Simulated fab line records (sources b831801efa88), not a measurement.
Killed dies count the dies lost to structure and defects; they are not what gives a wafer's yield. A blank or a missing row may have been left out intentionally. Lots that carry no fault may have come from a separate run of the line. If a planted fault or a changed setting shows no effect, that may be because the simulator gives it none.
fab line records | flow sky130
[record] lots = 24 wafers = 72 last-day = 50
route steps=708 shown SPACER@305 METAL1@439 VIA1@478 METAL2@485 VIA4@658
lots untouched by any fault: they come from a run of this same line in which no faults occurred
start-h: the number of hours between the record's first day and the start of the first shown wafer of the lot | wait-h: hours since the lot's step before | " identical to the entry in the row above | L1.1+2: one row covering several wafers at once | - no value present, or no start provided | * or withheld: withheld | < > ~ a bound
route shown NAME@n: a module of which the file shows steps, and the number in the route of the first | usual: mean and standard deviation over wafers with no fault | same: alike in all rows | chamber/n: place in a boat | sites: per-site readings | _std_site: standard deviation across them | _edge_site: outer sites' mean less inner sites' | radius-mm: how far each site lies from the wafer's centre | mask NAME#n: copy n | behind: tool/chamber where the wafer was last shaped | hold: why the lot went on hold/how many hours it stayed there/how the hold came to an end | device: whichever transistor did not switch (one of n, p or np) | end of line: tests run on the same wafers once the route is complete | a step given without rows: its recipe and nothing more | killed: the dies lost at the first sort to structure and to defects; this is not the yield of the wafer | map: dies across one wafer; x = killed, . = not, _ = none there
set.NAME: the setting as run; set.NAME@STEP: as run at that earlier step | model.NAME: the simulator's own value behind a step, which no gauge read
steps of the route over a sample of lots; a table a step, a row a wafer
services: a tool's chamber out of use, with start hour (start-h, from the record's first day; less than 0 if before it), hours out, and reason
[[steps]]
[step SKY_SPACER_THK_MEAS_01]
[recipe] reads = Si3N4_of_SPACER_CVD_00
[usual] SPACER_CVD_00_THK = 43.2/0.4
// columns lot.wafer tool chamber start-h wait-h SPACER_CVD_00_THK[nm]
L074.2 film-metro-03 - 532.71 0.0 43.1
L074.3 " - " " 43.3
L074.6 " - " " 43.2
L075.1 film-metro-03 - 546.27 0.0 43.3
L075.3 " - " " 43.2
L075.6 " - " " 43.5
L076.1 film-metro-02 - 553.09 0.0 44.0
L076.2 " - " " 43.8
L076.4 " - " " 44.1
L077.2 film-metro-03 - 572.57 0.0 43.4
L077.3 " - " " 43.4
L077.6 " - " " 43.3
L078.2 film-metro-01 - 573.77 0.0 42.8
L078.3 " - " " 42.4
L078.6 " - " " 42.5
L079.1 film-metro-03 - 587.57 0.0 43.0
L079.3 " - " " 43.1
L079.4 " - " " 42.9
L080.1 film-metro-01 - 599.93 0.0 43.2
L080.4 " - " " 43.4
L080.5 " - " " 43.5
L081.1 film-metro-01 - 608.73 0.0 43.2
L081.2 " - " " 43.3
L081.3 " - " " 43.5
L082.1 film-metro-03 - 628.70 0.0 42.7
L082.2 " - " " 42.7
L082.3 " - " " 43.0
L083.1 film-metro-02 - 635.72 0.0 43.9
L083.3 " - " " 43.6
L083.6 " - " " 44.1
L084.2 film-metro-02 - 641.08 0.0 42.3
L084.4 " - " " 42.5
L084.6 " - " " 42.8
L086.1 film-metro-02 - 643.58 0.0 42.3
L086.3 " - " " 42.4
L086.6 " - " " 42.8
L085.3 film-metro-01 - 647.21 0.0 43.6
L085.4 " - " " 43.4
L085.6 " - " " 43.5
L087.2 film-metro-02 - 656.98 0.0 43.3
L087.4 " - " " 43.4
L087.5 " - " " 43.0
L088.1 film-metro-03 - 661.08 0.0 43.1
L088.3 " - " " 43.1
L088.6 " - " " 43.0
L089.1 film-metro-03 - 670.89 0.0 42.7
L089.2 " - " " 43.1
L089.3 " - " " 43.3
L090.2 film-metro-03 - 672.46 0.0 43.2
L090.4 " - " " 43.5
L090.6 " - " " 42.9
L091.1 film-metro-01 - 684.42 0.0 43.8
L091.3 " - " " 43.2
L091.5 " - " " 43.3
L092.1 film-metro-01 - 689.87 0.0 43.2
L092.2 " - " " 43.4
L092.6 " - " " 43.4
L093.4 film-metro-02 - 696.77 0.0 43.1
L093.5 " - " " 43.3
L093.6 " - " " 43.7
L095.1 film-metro-03 - 717.64 0.0 42.4
L095.3 " - " " 42.7
L095.6 " - " " 42.4
L094.3 film-metro-01 - 720.97 0.0 42.9
L094.4 " - " " 43.0
L094.5 " - " " 43.0
L096.4 film-metro-03 - 720.98 0.0 42.8
L096.5 " - " " 42.8
L096.6 " - " " 42.9
L097.1 film-metro-02 - 726.50 0.0 43.8
L097.4 " - " " 44.0
L097.5 " - " " 43.5
[step SKY_METAL1_RS_MEAS_05]
[recipe] thk-meas-gauge = four-point-probe reads = TiN_of_METAL1_SPUTTER_04+Ti_of_METAL1_SPUTTER_03+AlCu_of_METAL1_SPUTTER_02+TiN_of_METAL1_SPUTTER_01+Ti_of_METAL1_SPUTTER_00
[usual] METAL1_ALCU_RS = 0.1273/0.0017
// columns lot.wafer tool chamber start-h wait-h METAL1_ALCU_RS[ohm/sq]
L074.2 film-metro-02 - 745.33 0.0 0.1267
L074.3 " - " " 0.1256
L074.6 " - " " 0.1279
L075.1 film-metro-01 - 755.10 0.0 0.1282
L075.3 " - " " 0.1266
L075.6 " - " " 0.1288
L076.1 film-metro-01 - 762.81 0.0 0.1255
L076.2 " - " " 0.1263
L076.4 " - " " 0.1252
L077.2 film-metro-01 - 780.03 0.0 0.1264
L077.3 " - " " 0.1273
L077.6 " - " " 0.1268
L078.2 film-metro-03 - 780.54 0.0 0.1311
L078.3 " - " " 0.1307
L078.6 " - " " 0.1298
L079.1 film-metro-03 - 791.76 0.0 0.1267
L079.3 " - " " 0.1268
L079.4 " - " " 0.1286
L080.1 film-metro-02 - 804.99 0.0 0.1251
L080.4 " - " " 0.1253
L080.5 " - " " 0.1252
L081.1 film-metro-01 - 810.41 0.0 0.1240
L081.2 " - " " 0.1283
L081.3 " - " " 0.1248
L082.1 film-metro-01 - 831.50 0.0 0.1285
L082.2 " - " " 0.1294
L082.3 " - " " 0.1271
L083.1 film-metro-01 - 835.97 0.0 0.1289
L083.3 " - " " 0.1305
L083.6 " - " " 0.1280
L084.2 film-metro-03 - 839.17 0.0 0.1273
L084.4 " - " " 0.1295
L084.6 " - " " 0.1279
L086.1 film-metro-03 - 844.10 0.0 0.1257
L086.3 " - " " 0.1256
L086.6 " - " " 0.1255
L085.3 film-metro-02 - 845.45 0.1 0.1256
L085.4 " - " " 0.1286
L085.6 " - " " 0.1245
L087.2 film-metro-03 - 856.78 0.0 0.1283
L087.4 " - " " 0.1264
L087.5 " - " " 0.1269
L088.1 film-metro-01 - 859.30 0.0 0.1237
L088.3 " - " " 0.1253
L088.6 " - " " 0.1254
L089.1 film-metro-02 - 869.53 0.0 0.1282
L089.2 " - " " 0.1284
L089.3 " - " " 0.1285
L090.2 film-metro-02 - 870.69 0.0 0.1293
L090.4 " - " " 0.1290
L090.6 " - " " 0.1297
L091.1 film-metro-03 - 879.92 0.0 0.1280
L091.3 " - " " 0.1261
L091.5 " - " " 0.1251
L092.1 film-metro-02 - 885.12 0.0 0.1288
L092.2 " - " " 0.1269
L092.6 " - " " 0.1286
L093.4 film-metro-03 - 891.63 0.1 0.1284
L093.5 " - " " 0.1292
L093.6 " - " " 0.1294
L095.1 film-metro-02 - 910.86 0.0 0.1284
L095.3 " - " " 0.1253
L095.6 " - " " 0.1271
L094.3 film-metro-01 - 915.55 0.1 0.1268
L094.4 " - " " 0.1279
L094.5 " - " " 0.1266
L096.4 film-metro-01 - 919.47 0.1 0.1291
L096.5 " - " " 0.1250
L096.6 " - " " 0.1262
L097.1 film-metro-02 - 919.60 0.0 0.1263
L097.4 " - " " 0.1282
L097.5 " - " " 0.1278
[step SKY_VIA1_SPUTTER_20]
[recipe] material = TiN target-thk-nm = 20 chamber-pressure-pa = 5 power-w = 4000 time-s = 80
[usual] throttle-valve-pct = 29.6/1.3
// columns lot.wafer tool chamber start-h wait-h throttle-valve-pct
L074.2 pvd-sputter-01 - 801.38 0.0 30.6
L074.3 " - " " 29.5
L074.6 " - " " 30.3
L075.1 pvd-sputter-01 - 812.01 0.0 29.4
L075.3 " - " " 30.5
L075.6 " - " " 29.1
L076.1 pvd-sputter-01 - 819.32 0.0 29.6
L076.2 " - " " 30.3
L076.4 " - " " 29.2
L077.2 pvd-sputter-02 - 836.63 0.0 29.8
L077.3 " - " " 31.5
L077.6 " - " " 30.8
L078.2 pvd-sputter-01 - 836.94 0.0 30.4
L078.3 " - " " 29.1
L078.6 " - " " 28.9
L079.1 pvd-sputter-03 - 847.98 0.0 29.4
L079.3 " - " " 30.7
L079.4 " - " " 26.3
L080.1 pvd-sputter-03 - 860.41 0.0 30.5
L080.4 " - " " 26.7
L080.5 " - " " 29.2
L081.1 pvd-sputter-03 - 865.47 0.0 30.9
L081.2 " - " " 30.1
L081.3 " - " " 29.2
L082.1 pvd-sputter-02 - 886.28 0.0 31.7
L082.2 " - " " 29.6
L082.3 " - " " 28.2
L083.1 pvd-sputter-01 - 891.49 0.0 28.8
L083.3 " - " " 29.4
L083.6 " - " " 29.6
L084.2 pvd-sputter-03 - 894.32 0.0 26.6
L084.4 " - " " 29.3
L084.6 " - " " 30.6
L086.1 pvd-sputter-03 - 898.74 0.0 30.7
L086.3 " - " " 29.5
L086.6 " - " " 29.3
L085.3 pvd-sputter-03 - 899.59 0.0 26.7
L085.4 " - " " 30.5
L085.6 " - " " 30.2
L087.2 pvd-sputter-03 - 911.00 0.0 30.6
L087.4 " - " " 26.7
L087.5 " - " " 26.7
L088.1 pvd-sputter-02 - 913.30 0.0 31.5
L088.3 " - " " 28.2
L088.6 " - " " 31.0
L089.1 pvd-sputter-02 - 923.12 0.0 30.8
L089.2 " - " " 30.0
L089.3 " - " " 28.6
L090.2 pvd-sputter-03 - 924.20 0.0 30.5
L090.4 " - " " 29.1
L090.6 " - " " 26.4
L091.1 pvd-sputter-03 - 933.96 0.0 26.5
L091.3 " - " " 30.8
L091.5 " - " " 29.7
L092.1 pvd-sputter-01 - 938.52 0.0 30.6
L092.2 " - " " 30.3
L092.6 " - " " 30.6
L093.4 pvd-sputter-03 - 945.02 0.0 30.5
L093.5 " - " " 30.5
L093.6 " - " " 26.5
L095.1 pvd-sputter-03 - 962.70 0.0 26.4
L095.3 " - " " 30.2
L095.6 " - " " 30.5
L094.3 pvd-sputter-01 - 968.03 0.0 29.7
L094.4 " - " " 29.3
L094.5 " - " " 29.1
L096.4 pvd-sputter-01 - 969.61 0.0 28.9
L096.5 " - " " 29.4
L096.6 " - " " 30.4
L097.1 pvd-sputter-01 - 971.34 0.0 29.7
L097.4 " - " " 30.4
L097.5 " - " " 29.1
[step SKY_METAL2_SPUTTER_02]
[recipe] material = AlCu target-thk-nm = 250 power-w = 10600 time-s = 13.3 chamber-pressure-pa = 0.4
[usual] throttle-valve-pct = 29.9/0.87
// columns lot.wafer tool chamber start-h wait-h throttle-valve-pct
L074.2 pvd-sputter-02 - 802.06 0.0 30.7
L074.3 " - " " 29.7
L074.6 " - " " 29.9
L075.1 pvd-sputter-04 - 812.69 0.0 30.5
L075.3 " - " " 29.5
L075.6 " - " " 30.7
L076.1 pvd-sputter-04 - 820.00 0.0 29.6
L076.2 " - " " 29.1
L076.4 " - " " 30.0
L077.2 pvd-sputter-02 - 837.31 0.0 29.5
L077.3 " - " " 31.3
L077.6 " - " " 31.4
L078.2 pvd-sputter-04 - 837.62 0.0 29.1
L078.3 " - " " 29.4
L078.6 " - " " 30.6
L079.1 pvd-sputter-04 - 848.66 0.0 29.0
L079.3 " - " " 30.1
L079.4 " - " " 30.8
L080.1 pvd-sputter-01 - 861.09 0.0 29.5
L080.4 " - " " 29.1
L080.5 " - " " 29.8
L081.1 pvd-sputter-01 - 866.15 0.0 30.5
L081.2 " - " " 29.5
L081.3 " - " " 28.9
L082.1 pvd-sputter-01 - 886.96 0.0 28.8
L082.2 " - " " 29.6
L082.3 " - " " 30.6
L083.1 pvd-sputter-02 - 892.17 0.0 30.6
L083.3 " - " " 31.2
L083.6 " - " " 30.0
L084.2 pvd-sputter-02 - 895.00 0.0 31.4
L084.4 " - " " 31.0
L084.6 " - " " 30.9
L086.1 pvd-sputter-02 - 899.42 0.0 28.3
L086.3 " - " " 29.8
L086.6 " - " " 30.8
L085.3 pvd-sputter-02 - 900.27 0.0 31.5
L085.4 " - " " 29.9
L085.6 " - " " 28.4
L087.2 pvd-sputter-04 - 911.68 0.0 29.1
L087.4 " - " " 30.8
L087.5 " - " " 30.4
L088.1 pvd-sputter-01 - 913.98 0.0 30.5
L088.3 " - " " 29.0
L088.6 " - " " 29.7
L089.1 pvd-sputter-01 - 924.28 0.0 29.3
L089.2 " - " " 30.5
L089.3 " - " " 30.6
L090.2 pvd-sputter-04 - 924.88 0.0 30.0
L090.4 " - " " 30.6
L090.6 " - " " 29.6
L091.1 pvd-sputter-04 - 934.65 0.0 30.7
L091.3 " - " " 29.6
L091.5 " - " " 30.3
L092.1 pvd-sputter-04 - 939.20 0.0 30.7
L092.2 " - " " 28.8
L092.6 " - " " 29.7
L093.4 pvd-sputter-04 - 945.70 0.0 28.9
L093.5 " - " " 29.6
L093.6 " - " " 29.0
L095.1 pvd-sputter-04 - 963.39 0.0 29.1
L095.3 " - " " 30.0
L095.6 " - " " 30.6
L094.3 pvd-sputter-04 - 968.71 0.0 29.3
L094.4 " - " " 30.8
L094.5 " - " " 28.7
L096.4 pvd-sputter-02 - 970.30 0.0 31.4
L096.5 " - " " 31.0
L096.6 " - " " 28.2
L097.1 pvd-sputter-02 - 972.02 0.0 30.8
L097.4 " - " " 28.1
L097.5 " - " " 28.2
[step SKY_METAL2_SPUTTER_04]
[recipe] material = TiN target-thk-nm = 70 power-w = 6500 time-s = 58.3 chamber-pressure-pa = 0.4
[usual] throttle-valve-pct = 29.9/0.88
// columns lot.wafer tool chamber start-h wait-h throttle-valve-pct
L074.2 pvd-sputter-02 - 802.11 0.0 30.9
L074.3 " - " " 29.6
L074.6 " - " " 29.8
L075.1 pvd-sputter-04 - 812.73 0.0 30.7
L075.3 " - " " 29.5
L075.6 " - " " 30.6
L076.1 pvd-sputter-04 - 820.04 0.0 29.6
L076.2 " - " " 28.9
L076.4 " - " " 30.2
L077.2 pvd-sputter-02 - 837.35 0.0 29.9
L077.3 " - " " 31.4
L077.6 " - " " 31.3
L078.2 pvd-sputter-04 - 837.66 0.0 29.0
L078.3 " - " " 29.6
L078.6 " - " " 30.5
L079.1 pvd-sputter-04 - 848.70 0.0 28.8
L079.3 " - " " 30.1
L079.4 " - " " 30.7
L080.1 pvd-sputter-01 - 861.13 0.0 29.6
L080.4 " - " " 29.1
L080.5 " - " " 29.6
L081.1 pvd-sputter-01 - 866.19 0.0 30.6
L081.2 " - " " 29.6
L081.3 " - " " 29.2
L082.1 pvd-sputter-01 - 887.00 0.0 28.7
L082.2 " - " " 29.7
L082.3 " - " " 30.5
L083.1 pvd-sputter-02 - 892.21 0.0 30.8
L083.3 " - " " 31.1
L083.6 " - " " 29.9
L084.2 pvd-sputter-02 - 895.04 0.0 31.3
L084.4 " - " " 31.0
L084.6 " - " " 31.0
L086.1 pvd-sputter-02 - 899.46 0.0 28.1
L086.3 " - " " 29.7
L086.6 " - " " 30.8
L085.3 pvd-sputter-02 - 900.31 0.0 31.4
L085.4 " - " " 29.7
L085.6 " - " " 28.4
L087.2 pvd-sputter-04 - 911.72 0.0 29.0
L087.4 " - " " 30.7
L087.5 " - " " 30.4
L088.1 pvd-sputter-01 - 914.02 0.0 30.5
L088.3 " - " " 28.9
L088.6 " - " " 29.8
L089.1 pvd-sputter-01 - 924.32 0.0 29.5
L089.2 " - " " 30.5
L089.3 " - " " 30.5
L090.2 pvd-sputter-04 - 924.92 0.0 30.1
L090.4 " - " " 30.6
L090.6 " - " " 29.4
L091.1 pvd-sputter-04 - 934.69 0.0 30.7
L091.3 " - " " 29.4
L091.5 " - " " 30.4
L092.1 pvd-sputter-04 - 939.24 0.0 30.8
L092.2 " - " " 29.0
L092.6 " - " " 29.9
L093.4 pvd-sputter-04 - 945.74 0.0 29.0
L093.5 " - " " 29.9
L093.6 " - " " 29.0
L095.1 pvd-sputter-04 - 963.43 0.0 28.9
L095.3 " - " " 30.0
L095.6 " - " " 30.5
L094.3 pvd-sputter-04 - 968.75 0.0 29.5
L094.4 " - " " 30.7
L094.5 " - " " 28.7
L096.4 pvd-sputter-02 - 970.34 0.0 31.4
L096.5 " - " " 31.3
L096.6 " - " " 28.5
L097.1 pvd-sputter-02 - 972.06 0.0 30.8
L097.4 " - " " 28.4
L097.5 " - " " 28.2
[step SKY_VIA4_RS_MEAS_19]
[recipe] thk-meas-gauge = four-point-probe reads = W_of_VIA4_CVD_18+TiN_of_VIA4_SPUTTER_17
[usual] VIA4_W_RS = 0.2292/0.0025
// columns lot.wafer tool chamber start-h wait-h VIA4_W_RS[ohm/sq]
L074.2 film-metro-01 - 1016.55 0.1 0.2302
L074.3 " - " " 0.2256
L074.6 " - " " 0.2263
L075.1 film-metro-04 - 1024.06 0.1 0.2275
L075.3 " - " " 0.2305
L075.6 " - " " 0.2293
L076.1 film-metro-02 - 1031.14 0.1 0.2326
L076.2 " - " " 0.2308
L076.4 " - " " 0.2286
L077.2 film-metro-02 - 1045.01 0.1 0.2258
L077.3 " - " " 0.2258
L077.6 " - " " 0.2257
L078.2 film-metro-04 - 1046.54 0.1 0.2284
L078.3 " - " " 0.2286
L078.6 " - " " 0.2255
L079.1 film-metro-04 - 1055.99 0.1 0.2292
L079.3 " - " " 0.2317
L079.4 " - " " 0.2344
L080.1 film-metro-04 - 1063.27 0.1 0.2316
L080.4 " - " " 0.2304
L080.5 " - " " 0.2309
L081.1 film-metro-02 - 1069.71 0.1 0.2301
L081.2 " - " " 0.2282
L081.3 " - " " 0.2319
L082.1 film-metro-01 - 1086.79 0.1 0.2253
L082.2 " - " " 0.2303
L082.3 " - " " 0.2305
L083.1 film-metro-04 - 1092.90 0.1 0.2315
L083.3 " - " " 0.2298
L083.6 " - " " 0.2291
L084.2 film-metro-02 - 1093.02 0.1 0.2286
L084.4 " - " " 0.2301
L084.6 " - " " 0.2361
L085.3 film-metro-01 - 1097.67 0.1 0.2300
L085.4 " - " " 0.2300
L085.6 " - " " 0.2310
L086.1 film-metro-04 - 1099.22 0.1 0.2311
L086.3 " - " " 0.2319
L086.6 " - " " 0.2313
L087.2 film-metro-04 - 1105.84 0.1 0.2324
L087.4 " - " " 0.2307
L087.5 " - " " 0.2295
L088.1 film-metro-02 - 1107.81 0.1 0.2330
L088.3 " - " " 0.2316
L088.6 " - " " 0.2295
L089.1 film-metro-01 - 1118.17 0.1 0.2321
L089.2 " - " " 0.2332
L089.3 " - " " 0.2312
L090.2 film-metro-04 - 1119.48 0.1 0.2306
L090.4 " - " " 0.2280
L090.6 " - " " 0.2298
L091.1 film-metro-02 - 1125.47 0.1 0.2261
L091.3 " - " " 0.2296
L091.5 " - " " 0.2289
L092.1 film-metro-04 - 1127.92 0.1 0.2288
L092.2 " - " " 0.2279
L092.6 " - " " 0.2238
L093.4 film-metro-01 - 1135.12 0.1 0.2271
L093.5 " - " " 0.2296
L093.6 " - " " 0.2271
L095.1 film-metro-04 - 1148.31 0.1 0.2293
L095.3 " - " " 0.2271
L095.6 " - " " 0.2296
L094.3 film-metro-02 - 1152.37 0.1 0.2245
L094.4 " - " " 0.2254
L094.5 " - " " 0.2224
L096.4 film-metro-02 - 1153.51 0.1 0.2280
L096.5 " - " " 0.2249
L096.6 " - " " 0.2256
L097.1 film-metro-04 - 1154.56 0.1 0.2255
L097.4 " - " " 0.2248
L097.5 " - " " 0.2234
[[services]]
// columns tool chamber start-h hours kind
pvd-sputter-04 - 797.39 6.3 repair
pvd-sputter-01 - 812.85 0.6 repair
pvd-sputter-02 - 815.32 7.7 repair
pvd-sputter-03 3 832.59 - consumable-replace:kit
pvd-sputter-03 3 832.59 18.0 scheduled-down
pvd-sputter-03 3 832.59 18.0 vent-cycle
pvd-sputter-04 - 878.17 1.7 repair
pvd-sputter-01 - 897.08 3.7 repair
pvd-sputter-04 - 927.74 6.3 repair
pvd-sputter-03 - 931.24 2.2 repair
pvd-sputter-02 3 934.12 - consumable-replace:kit
pvd-sputter-02 3 934.12 18.0 scheduled-down
pvd-sputter-02 3 934.12 18.0 vent-cycle
pvd-sputter-03 - 937.18 2.4 repair
[[key]]
fault none
